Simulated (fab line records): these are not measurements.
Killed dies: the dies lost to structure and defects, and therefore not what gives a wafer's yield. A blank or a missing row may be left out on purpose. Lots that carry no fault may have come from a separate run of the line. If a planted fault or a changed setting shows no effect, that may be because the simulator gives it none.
Chamber matching + flow sky130 + 4 sister chambers for SKY_POLY_GATE_ETCH_16 on rie-diel-01
The step etches Si3N4 in CH3F/O2, stops on poly-Si, time 147.5 s, target depth 75 nm. 4 wafers are shown with their chamber, then 9 later ones without.

== WAFERS WITH THEIR CHAMBER ==
| wafer  | chamber | drypump-motor-current-A (A) |
|--------|---------|-----------------------------|
| L084.1 | 2       | 6.2                         |
| L087.1 | 1       | 6.0                         |
| L088.5 | 0       | 4.9                         |
| L088.6 | 3       | 5.7                         |

== WAFERS WITH NO CHAMBER GIVEN ==
| wafer  | drypump-motor-current-A (A) |
|--------|-----------------------------|
| L090.1 | 6.0                         |
| L090.2 | 5.7                         |
| L090.5 | 6.2                         |
| L092.2 | 6.3                         |
| L092.4 | 4.9                         |
| L092.6 | 6.2                         |
| L097.1 | 4.9                         |
| L097.5 | 6.3                         |
| L097.6 | 6.0                         |

== WHICH CHAMBER EACH ONE RAN IN ==
| wafer  | from the rows above | in truth |
|--------|---------------------|----------|
| L090.1 | 1                   | 1        |
| L090.2 | 3                   | 3        |
| L090.5 | 2                   | 2        |
| L092.2 | 2                   | 2        |
| L092.4 | 0                   | 0        |
| L092.6 | 2                   | 2        |
| L097.1 | 0                   | 0        |
| L097.5 | 2                   | 2        |
| L097.6 | 1                   | 1        |
Placed correctly: 9 of 9. Number that these rows cannot place: 0. 0 placed wrongly.
How it was worked out, from the rows above alone: a wafer's distance from a chamber is the root of the sum, over the readings, of the square of ((its reading less the chamber's mean) divided by the reading's scatter). If the next closest chamber is less than 2 further off than the closest, the wafer can't be placed; otherwise it belongs to the closest. The mean given for a chamber averages the wafers shown for that chamber. The scatter: with one shown wafer a chamber, the root of the mean of the squares of how far each hidden wafer lies from its nearest shown one.
